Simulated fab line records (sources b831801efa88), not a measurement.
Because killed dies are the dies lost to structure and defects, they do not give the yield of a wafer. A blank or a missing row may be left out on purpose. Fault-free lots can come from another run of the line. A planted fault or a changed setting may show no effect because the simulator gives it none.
fab line records ; flow sky130
record: lots: 12; wafers: 36; last_day: 50
route steps=708 shown METAL2@502 VIA2@529 CAPM@541 PAD_OPEN@708
lots with no fault: from the same line, run without faults
start_h: hours from the record's first day to the start of the lot's first wafer shown ; wait_h: hours since the lot's step before ; " identical to the entry in the row above ; L1.1+2: one row covering several wafers at once ; - no value, or no start was given ; * or withheld: withheld ; < > ~ a bound
route shown NAME@n: a module of which the file shows steps, and the number in the route of the first ; usual: mean/standard deviation of fault-free wafers ; same: alike in all rows ; chamber/n: place in a boat ; sites: per-site readings ; _std_site: how widely they spread, as a standard deviation ; _edge_site: mean of outer sites minus mean of inner sites ; radius_mm: for every site, how far away it sits from the centre of the wafer ; mask NAME#n: copy n ; behind: tool/chamber where the wafer was last shaped ; hold: cause of the lot's hold/its duration in hours/its outcome ; device: transistor that didn't switch, given as n, p or np ; end of line: at the end of the route, the tests of the same wafers ; where a step has no rows: the recipe by itself ; killed: count of dies lost to structure and defects at first sort (not the wafer's yield) ; map: a wafer's dies, x killed, . not, _ none there
set.NAME: the run value of the setting; set.NAME@STEP: its run value at that earlier step ; model.NAME: the simulator's own value behind a step, which no gauge read
one table for each step of the route and one row for each wafer, over a sample of lots
services: the hour from which a tool's chamber was out of use, counted from the record's first day as start_h (under 0 if before that day), plus the number of hours and why
== steps ==
step: SKY_METAL2_METAL_ETCH_19
recipe: target_depth_a: 3600; stop_on: SiO2; over_etch_frac: 0.3; time_s: 78; chemistry: Cl2/BCl3; resist_sidewall_deg: 88; pressure_mtorr: 10; icp_w: 900; bias_w: 48.5; Cl2_flow_sccm: 60; bcl3_flow_sccm: 30
usual: bias_w: 48.49/0.14; drypump_motor_current_A: 5.50/0.27; oes_product_au: 0.854/0.0058; throttle_valve_pct: 22.265/0.0093
lot.wafer;tool;chamber;start_h;wait_h;bias_w;drypump_motor_current_A;oes_product_au;rf_hours_counter_h;throttle_valve_pct
L437.2;rie_metal-03;1;825.45;0.1;48.64;5.44;0.853;-;22.282
L437.3;rie_metal-03;1;825.45;0.1;48.88;5.43;0.844;-;22.263
L437.6;rie_metal-03;1;825.45;0.1;48.50;5.44;0.852;-;22.268
L438.2;rie_metal-03;1;832.95;0.1;48.48;5.40;0.856;-;22.261
L438.3;rie_metal-03;1;832.95;0.1;48.43;5.40;0.850;-;22.266
L438.4;rie_metal-03;1;832.95;0.1;48.64;5.39;0.854;-;22.267
L440.1;rie_metal-03;0;851.52;0.0;48.68;5.44;0.855;0;22.252
L440.3;rie_metal-03;0;851.52;0.0;48.44;5.44;0.850;-;22.276
L440.5;rie_metal-03;1;851.52;0.0;48.59;5.38;0.866;-;22.278
L442.1;rie_metal-01;0;879.58;0.0;48.45;5.85;0.851;17;22.261
L442.3;rie_metal-01;1;879.58;0.0;48.58;5.08;0.852;-;22.253
L442.6;rie_metal-01;1;879.58;0.0;48.58;5.12;0.863;-;22.285
L443.1;rie_metal-02;0;880.46;0.0;48.30;5.52;0.852;8;22.255
L443.3;rie_metal-02;0;880.46;0.0;48.52;5.53;0.857;-;22.269
L443.4;rie_metal-02;1;880.46;0.0;48.15;5.79;0.855;-;22.274
L444.2;rie_metal-03;0;897.84;0.1;48.51;5.44;0.842;-;22.259
L444.4;rie_metal-03;0;897.84;0.1;48.48;5.42;0.845;-;22.262
L444.5;rie_metal-03;0;897.84;0.1;48.30;5.43;0.854;-;22.263
L447.1;rie_metal-01;1;919.11;0.1;48.62;5.12;0.858;13;22.267
L447.4;rie_metal-01;1;919.11;0.1;48.37;5.10;0.865;-;22.257
L447.5;rie_metal-01;1;919.11;0.1;48.52;5.09;0.865;-;22.260
L452.1;rie_metal-02;0;943.87;0.0;48.45;5.50;0.867;12;22.280
L452.2;rie_metal-02;1;943.87;0.0;48.16;5.81;0.854;1;22.254
L452.5;rie_metal-02;1;943.87;0.0;48.36;5.80;0.865;-;22.266
L453.1;rie_metal-02;0;947.36;0.0;48.43;5.53;0.852;13;22.265
L453.2;rie_metal-02;1;947.36;0.0;48.56;5.80;0.858;1;22.257
L453.5;rie_metal-02;0;947.36;0.0;48.70;5.54;0.858;-;22.254
L454.1;rie_metal-02;0;958.64;0.0;48.23;5.52;0.850;13;22.263
L454.4;rie_metal-02;1;958.64;0.0;48.67;5.80;0.858;-;22.254
L454.6;rie_metal-02;0;958.64;0.0;48.61;5.51;0.863;-;22.263
L455.1;rie_metal-02;1;966.52;0.0;48.43;5.80;0.849;2;22.273
L455.2;rie_metal-02;0;966.52;0.0;48.48;5.52;0.849;14;22.257
L455.3;rie_metal-02;0;966.52;0.0;48.44;5.51;0.865;-;22.267
L458.1;rie_metal-01;1;999.71;0.0;48.35;5.12;0.847;17;22.262
L458.3;rie_metal-01;1;999.71;0.0;48.65;5.12;0.861;-;22.265
L458.5;rie_metal-01;0;999.71;0.0;48.73;5.86;0.851;-;22.269
step: SKY_VIA2_RS_MEAS_22
recipe: thk_meas_gauge: four-point-probe; reads: W_of_VIA2_CVD_21+TiN_of_VIA2_SPUTTER_20
usual: VIA2_W_RS: 0.274/0.0032
lot.wafer;tool;chamber;start_h;wait_h;VIA2_W_RS[ohm/sq]
L437.2;film_metro-03;-;853.42;0.1;0.278
L437.3;film_metro-03;-;853.42;0.1;0.275
L437.6;film_metro-03;-;853.42;0.1;0.277
L438.2;film_metro-01;-;861.98;0.1;0.271
L438.3;film_metro-01;-;861.98;0.1;0.274
L438.4;film_metro-01;-;861.98;0.1;0.273
L440.1;film_metro-03;-;880.90;0.2;0.266
L440.3;film_metro-03;-;880.90;0.2;0.265
L440.5;film_metro-03;-;880.90;0.2;0.268
L442.1;film_metro-02;-;907.71;0.1;0.269
L442.3;film_metro-02;-;907.71;0.1;0.272
L442.6;film_metro-02;-;907.71;0.1;0.270
L443.1;film_metro-01;-;908.69;0.1;0.270
L443.3;film_metro-01;-;908.69;0.1;0.273
L443.4;film_metro-01;-;908.69;0.1;0.271
L444.2;film_metro-01;-;925.28;0.1;0.272
L444.4;film_metro-01;-;925.28;0.1;0.273
L444.5;film_metro-01;-;925.28;0.1;0.272
L447.1;film_metro-03;-;946.02;0.2;0.276
L447.4;film_metro-03;-;946.02;0.2;0.274
L447.5;film_metro-03;-;946.02;0.2;0.275
L452.1;film_metro-02;-;970.46;0.1;0.273
L452.2;film_metro-02;-;970.46;0.1;0.271
L452.5;film_metro-02;-;970.46;0.1;0.276
L453.1;film_metro-02;-;974.07;0.1;0.276
L453.2;film_metro-02;-;974.07;0.1;0.273
L453.5;film_metro-02;-;974.07;0.1;0.275
L454.1;film_metro-03;-;984.11;0.1;0.273
L454.4;film_metro-03;-;984.11;0.1;0.276
L454.6;film_metro-03;-;984.11;0.1;0.276
L455.1;film_metro-01;-;992.45;0.1;0.271
L455.2;film_metro-01;-;992.45;0.1;0.271
L455.3;film_metro-01;-;992.45;0.1;0.271
L458.1;film_metro-01;-;1024.87;0.1;0.276
L458.3;film_metro-01;-;1024.87;0.1;0.274
L458.5;film_metro-01;-;1024.87;0.1;0.275
step: SKY_CAPM_THK_MEAS_04
recipe: thk_meas_gauge: xrf; reads: TiN_of_CAPM_SPUTTER_02
usual: CAPM_TIN_THK: 202.3/2.6
lot.wafer;tool;chamber;start_h;wait_h;CAPM_TIN_THK[nm]
L437.2;film_metro-03;-;854.36;0.1;201.8
L437.3;film_metro-03;-;854.36;0.1;203.6
L437.6;film_metro-03;-;854.36;0.1;204.7
L438.2;film_metro-03;-;862.91;0.1;198.5
L438.3;film_metro-03;-;862.91;0.1;198.7
L438.4;film_metro-03;-;862.91;0.1;199.7
L440.1;film_metro-04;-;881.87;0.1;204.0
L440.3;film_metro-04;-;881.87;0.1;201.6
L440.5;film_metro-04;-;881.87;0.1;200.0
L442.1;film_metro-02;-;908.67;0.1;204.7
L442.3;film_metro-02;-;908.67;0.1;202.6
L442.6;film_metro-02;-;908.67;0.1;204.2
L443.1;film_metro-02;-;909.63;0.1;203.5
L443.3;film_metro-02;-;909.63;0.1;198.5
L443.4;film_metro-02;-;909.63;0.1;203.2
L444.2;film_metro-03;-;926.21;0.1;202.3
L444.4;film_metro-03;-;926.21;0.1;204.2
L444.5;film_metro-03;-;926.21;0.1;200.4
L447.1;film_metro-02;-;946.97;0.1;205.5
L447.4;film_metro-02;-;946.97;0.1;202.9
L447.5;film_metro-02;-;946.97;0.1;204.6
L452.1;film_metro-02;-;971.41;0.1;205.4
L452.2;film_metro-02;-;971.41;0.1;204.4
L452.5;film_metro-02;-;971.41;0.1;202.7
L453.1;film_metro-02;-;975.01;0.1;203.4
L453.2;film_metro-02;-;975.01;0.1;207.9
L453.5;film_metro-02;-;975.01;0.1;204.5
L454.1;film_metro-02;-;985.05;0.1;199.8
L454.4;film_metro-02;-;985.05;0.1;200.9
L454.6;film_metro-02;-;985.05;0.1;202.5
L455.1;film_metro-04;-;993.40;0.1;206.2
L455.2;film_metro-04;-;993.40;0.1;206.6
L455.3;film_metro-04;-;993.40;0.1;204.0
L458.1;film_metro-04;-;1025.84;0.1;207.9
L458.3;film_metro-04;-;1025.84;0.1;204.8
L458.5;film_metro-04;-;1025.84;0.1;205.4
step: SKY_CAPM_EXPOSE_09
recipe: mask_id: CAPM; na: 0.6; source_shape: conventional; sigma_outer: 0.6; polarization: unpolarized; target_cd_nm: 1000; dose_mj: 159
usual: exposure_dose_mJ_cm2: 158.99/0.17
lot.wafer;tool;chamber;start_h;wait_h;mask;exposure_dose_mJ_cm2
L437.2;iline_stepper-01;0;867.29;-;CAPM#0;158.89
L437.3;iline_stepper-01;0;867.29;-;CAPM#0;159.13
L437.6;iline_stepper-01;0;867.29;-;CAPM#0;158.82
L438.2;iline_stepper-02;0;876.22;-;CAPM#0;158.99
L438.3;iline_stepper-02;0;876.22;-;CAPM#0;159.06
L438.4;iline_stepper-02;0;876.22;-;CAPM#0;158.88
L440.1;iline_stepper-02;0;894.78;-;CAPM#0;158.89
L440.3;iline_stepper-02;0;894.78;-;CAPM#0;159.01
L440.5;iline_stepper-02;0;894.78;-;CAPM#0;158.95
L442.1;iline_stepper-01;0;921.36;-;CAPM#0;158.70
L442.3;iline_stepper-01;0;921.36;-;CAPM#0;158.79
L442.6;iline_stepper-01;0;921.36;-;CAPM#0;158.72
L443.1;iline_stepper-01;0;921.93;-;CAPM#0;159.12
L443.3;iline_stepper-01;0;921.93;-;CAPM#0;159.21
L443.4;iline_stepper-01;0;921.93;-;CAPM#0;159.16
L444.2;iline_stepper-02;0;938.61;-;CAPM#0;158.86
L444.4;iline_stepper-02;0;938.61;-;CAPM#0;158.88
L444.5;iline_stepper-02;0;938.61;-;CAPM#0;158.90
L447.1;iline_stepper-01;0;959.41;-;CAPM#0;159.13
L447.4;iline_stepper-01;0;959.41;-;CAPM#0;159.19
L447.5;iline_stepper-01;0;959.41;-;CAPM#0;158.96
L452.1;iline_stepper-01;0;983.93;-;CAPM#0;159.04
L452.2;iline_stepper-01;0;983.93;-;CAPM#0;159.13
L452.5;iline_stepper-01;0;983.93;-;CAPM#0;159.04
L453.1;iline_stepper-02;0;986.79;-;CAPM#0;155.86
L453.2;iline_stepper-02;0;986.79;-;CAPM#0;156.17
L453.5;iline_stepper-02;0;986.79;-;CAPM#0;155.67
L454.1;iline_stepper-02;0;996.18;-;CAPM#0;156.04
L454.4;iline_stepper-02;0;996.18;-;CAPM#0;156.43
L454.6;iline_stepper-02;0;996.18;-;CAPM#0;156.06
L455.1;iline_stepper-01;0;1005.61;-;CAPM#0;159.20
L455.2;iline_stepper-01;0;1005.61;-;CAPM#0;158.91
L455.3;iline_stepper-01;0;1005.61;-;CAPM#0;159.06
L458.1;iline_stepper-01;0;1037.19;-;CAPM#0;159.29
L458.3;iline_stepper-01;0;1037.19;-;CAPM#0;159.10
L458.5;iline_stepper-01;0;1037.19;-;CAPM#0;159.06
step: SKY_PAD_OPEN_PROBE_99
usual: defect_limited_yield: 82.5/1.9; killed_at_M0_to_M3: 42/6.9; killed_at_M4_up: 3.2/1.7; killed_at_contacts: 25/5.1; killed_at_front_end: 15/4.5; killed_at_other: 0.4/0.63; killed_dies: 86/9.3; killed_open: 46/7; killed_short: 39/6.9; sort_bin_3_pad_short: 0.9/0.45; sort_bin_5_function: 10.4/1.5; sort_bin_6_memory: 6.3/1.1; sort_n_pass: 406/9.3; sort_yield_pct: 82.5/1.9
same: gross_dies: 492; killed_at_back_side: 0; sort_bin_4_leakage[%]: 0; sort_bin_8_speed[%]: 0
lot.wafer;tool;chamber;start_h;wait_h;defect_limited_yield[%];killed_at_M0_to_M3;killed_at_M4_up;killed_at_contacts;killed_at_front_end;killed_at_other;killed_dies;killed_open;killed_short;sort_bin_3_pad_short[%];sort_bin_5_function[%];sort_bin_6_memory[%];sort_n_pass;sort_yield_pct[%]
L442.1;prober-01;-;1123.78;0.1;84.6;40;2;17;16;1;76;35;40;0.4;9.1;5.9;416;84.6
L442.3;prober-01;-;1123.88;0.2;82.9;47;1;18;15;3;84;41;41;1.2;9.8;6.1;408;82.9
L442.6;prober-01;-;1124.03;0.2;80.5;47;2;31;16;0;96;55;41;1.0;12.4;6.1;396;80.5
L444.2;prober-01;-;1136.50;0.1;82.9;42;3;26;13;0;84;45;38;0.6;11.0;5.5;408;82.9
L444.4;prober-01;-;1136.60;0.2;84.1;38;3;20;17;0;78;43;35;0.2;10.4;5.3;414;84.1
L444.5;prober-01;-;1136.65;0.2;80.7;50;6;21;18;0;95;49;46;1.0;11.4;6.9;397;80.7
killed by level:class
L442.1 VIA1:geometric_particle:short=9 VIA1:geometric_particle:open=8 CONTACT:geometric_particle:open=6 POLY_GATE:geometric_particle:open=5 POLY_GATE:geometric_particle:short=4 CONTACT:geometric_particle:short=4 METAL1:geometric_particle:short=4 FIELD_ISO:geometric_particle:short=3
L442.3 VIA2:geometric_particle:open=10 VIA1:geometric_particle:open=8 VIA1:geometric_particle:short=7 VIA3:geometric_particle:open=6 LI_CONTACT:geometric_particle:open=5 POLY_GATE:geometric_particle:short=4 POLY_GATE:geometric_particle:open=4 VIA2:geometric_particle:short=4
L442.6 CONTACT:geometric_particle:open=11 VIA2:geometric_particle:open=11 METAL1:geometric_particle:short=9 VIA1:geometric_particle:open=9 FIELD_ISO:geometric_particle:open=8 CONTACT:geometric_particle:short=8 LI_CONTACT:geometric_particle:open=6 LOCAL_INTERCONNECT:geometric_particle:short=4
L444.2 VIA1:geometric_particle:open=11 CONTACT:geometric_particle:open=9 LI_CONTACT:geometric_particle:open=7 METAL1:geometric_particle:short=7 VIA2:geometric_particle:open=5 CONTACT:geometric_particle:short=4 POLY_GATE:geometric_particle:short=4 LOCAL_INTERCONNECT:geometric_particle:short=4
L444.4 VIA1:geometric_particle:open=10 VIA2:geometric_particle:open=6 FIELD_ISO:geometric_particle:open=5 CONTACT:geometric_particle:open=5 METAL2:geometric_particle:short=5 LI_CONTACT:geometric_particle:open=4 LOCAL_INTERCONNECT:geometric_particle:short=4 CONTACT:geometric_particle:short=4
L444.5 VIA1:geometric_particle:open=11 CONTACT:geometric_particle:open=10 VIA2:geometric_particle:open=9 VIA1:geometric_particle:short=6 METAL2:geometric_particle:short=6 POLY_GATE:geometric_particle:short=5 VIA2:geometric_particle:short=5 METAL4:geometric_particle:short=5
== services ==
tool;chamber;start_h;hours;kind
iline_stepper-01;-;801.52;1.5;repair
rie_metal-03;0;812.04;-;clean
rie_metal-03;0;812.04;32.1;scheduled_down
rie_metal-03;0;812.04;32.1;vent_cycle
rie_metal-01;-;817.47;0.8;repair
rie_metal-03;-;844.26;0.6;repair
iline_stepper-02;-;851.32;1.7;pm
rie_metal-02;-;870.71;1.4;pm
iline_stepper-01;-;878.94;3.3;repair
rie_metal-03;1;894.15;19.9;repair
rie_metal-02;1;903.24;-;clean
rie_metal-02;1;903.24;13.2;scheduled_down
rie_metal-02;1;903.24;13.2;vent_cycle
rie_metal-01;0;909.46;-;clean
rie_metal-01;0;909.46;14.9;scheduled_down
rie_metal-01;0;909.46;14.9;vent_cycle
iline_stepper-01;-;933.13;1.7;pm
rie_metal-01;0;951.56;3.3;repair
iline_stepper-02;0;955.86;-;calibration
iline_stepper-01;0;988.52;-;calibration
rie_metal-03;1;995.92;-;clean
rie_metal-03;1;995.92;20.2;scheduled_down
rie_metal-03;1;995.92;20.2;vent_cycle
rie_metal-01;0;1017.30;3.6;repair
== key ==
first_sign: step: SKY_CAPM_EXPOSE_09; reading: exposure_dose_mJ_cm2; direction: down; sigmas: 17; usual: *; struck: *
effect none on later readings
met_at SKY_CAPM_EXPOSE_09
struck_lots L453,L454
not_acting_at SKY_METAL2_METAL_ETCH_19,SKY_VIA2_RS_MEAS_22,SKY_CAPM_THK_MEAS_04
onset_between 938.61 986.79
fault: kind: process_parameter_drift; tool: iline_stepper-02; chamber: -; onset_h: 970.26; steps: SKY_CAPM_EXPOSE_09; channel: dose_mj; offset: -2.9016; shape: step; acts_in: these_recipes_only; stated: 159
